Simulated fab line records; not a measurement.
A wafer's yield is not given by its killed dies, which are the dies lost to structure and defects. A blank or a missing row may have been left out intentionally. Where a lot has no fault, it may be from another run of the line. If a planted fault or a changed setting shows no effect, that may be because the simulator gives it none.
The same fault as seen by 2 desks | flow gf180mcu | what lay behind the numbers comes last; until then each desk has only its own

== METROLOGY DESK ==
Lot by lot, what the gauges showed, no matter which tool ran the lot: averages of those sampled wafers that carry a number. If a lot's mean is further than 4 standard deviations from the usual mean, the lot is out of limits and carries the mark OUT (the distance appears in the brackets).
Columns: A = MVPSD_RS at GF_VT_IMPLANT_RS_MEAS_49, usual 1168 ohm/sq
lot  | first seen here | A
L625 | day 7 10:05     | 1166
L627 | day 7 22:22     | 1171
L628 | day 8 19:57     | 1168
L630 | day 9 05:50     | 1168
L631 | day 9 19:53     | 1166
L633 | day 10 01:02    | 1172
L632 | day 10 02:07    | 1172
L634 | day 10 14:16    | 1171
L638 | day 11 06:14    | 1144 (-7.2) OUT
L639 | day 11 14:16    | 1139 (-8.7) OUT
L642 | day 12 08:23    | 1168
L647 | day 13 19:14    | 1171
L648 | day 14 00:55    | 1171
This desk reports L638, L639 out of limits; the earliest was L638 at day 11 06:14 (MVPSD_RS at GF_VT_IMPLANT_RS_MEAS_49). L625, L627, L628, L630, L631, L633, L632, L634, L642, L647, L648 stayed within limits.

== AT THE TOOL OWNER'S DESK: implanter-03 ==
GF_MVPSD_IMPLANT_08, tool's own readings: per-lot mean of the sampled wafers with a number, covering each lot this tool ran. If a lot's mean is further than 4 standard deviations from the usual mean, the lot is out of limits and carries the mark OUT (the distance appears in the brackets).
Columns: A = beam_energy_keV at GF_MVPSD_IMPLANT_08, usual 170.00
lot  | first seen here | A
L625 | day 4 22:40     | 170.07
L628 | day 6 02:49     | 170.01
L630 | day 6 12:37     | 170.08
L633 | day 7 06:10     | 170.01
L634 | day 7 17:41     | 169.96
L638 | day 8 07:58     | 194.86 (+99 or more) OUT
L639 | day 8 14:32     | 195.01 (+99 or more) OUT
This desk's verdict: out of limits on L638, L639, starting with L638 at day 8 07:58 (beam_energy_keV at GF_MVPSD_IMPLANT_08). L625, L628, L630, L633, L634 stayed within limits.

== ALL TOGETHER ==
An alarm could have come from the tool owner's desk at day 8 07:58, on L638, L639.
An alarm was possible from the metrology desk at day 11 06:14, on L638, L639.
All the named lots went through GF_MVPSD_IMPLANT_08 on implanter-03.

== WHAT THE SIMULATOR PUT IN ==
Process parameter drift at GF_MVPSD_IMPLANT_08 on implanter-03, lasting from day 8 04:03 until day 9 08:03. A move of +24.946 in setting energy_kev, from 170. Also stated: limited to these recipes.
Struck lots among those shown: L638, L639.
Delay (hours) between the fault's onset and each desk's first out-of-limits reading: 4 at the tool owner's desk, 74 at the metrology desk.
